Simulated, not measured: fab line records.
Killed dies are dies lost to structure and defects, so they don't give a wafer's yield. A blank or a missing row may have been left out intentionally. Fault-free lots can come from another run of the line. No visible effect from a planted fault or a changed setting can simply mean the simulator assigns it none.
Matching of chambers	flow sky130	cmp-02 running SKY_CONTACT_CMP_27: 4 sister chambers
The step polishes, stops on SiO2, t overpolish 15 s, target thk 0 nm. 8 wafers are shown with their chamber, then 9 later ones without.

WAFERS, EACH WITH ITS CHAMBER
wafer	chamber	motor_current_A (A)	time_to_endpoint_s (s)
L755.2	3	11.0	79
L755.4	2	12.4	71
L757.3	3	10.9	80
L759.2	1	11.2	87
L759.4	0	10.8	78
L767.1	1	11.7	85
L767.2	2	12.3	77
L767.6	0	11.3	83

WAFERS WITHOUT THEIR CHAMBER
wafer	motor_current_A (A)	time_to_endpoint_s (s)
L769.1	10.6	88
L769.3	12.2	78
L769.4	11.0	85
L768.1	11.1	82
L768.2	10.9	89
L768.4	11.0	83
L770.1	10.8	85
L770.5	10.6	87
L770.6	12.6	76

CHAMBER TAKEN BY EACH
wafer	from the rows above	in truth
L769.1	can't be placed: 0 or 3 or 1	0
L769.3	2	2
L769.4	can't be placed: 0 or 1 or 3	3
L768.1	can't be placed: 0 or 3 or 1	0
L768.2	can't be placed: 1 or 0 or 3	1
L768.4	can't be placed: 0 or 3 or 1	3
L770.1	can't be placed: 0 or 3 or 1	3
L770.5	can't be placed: 0 or 3 or 1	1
L770.6	2	2
Placed correctly: 2 of 9. Can't be placed from these rows: 7 (the true chamber is among the candidates in 7). Placed wrongly: 0.
How it was worked out, from the rows above alone: a wafer's distance from a chamber is the root of the sum, over the readings, of the square of ((its reading less the chamber's mean) divided by the reading's scatter). If the next closest chamber is less than 2 further off than the closest, the wafer can't be placed; otherwise it belongs to the closest. For every chamber, the mean is computed from those of its wafers that are shown. The scatter: take each reading less its chamber's mean, square it, sum over the shown wafers, divide by the number of wafers less the number of chambers, and take the root.
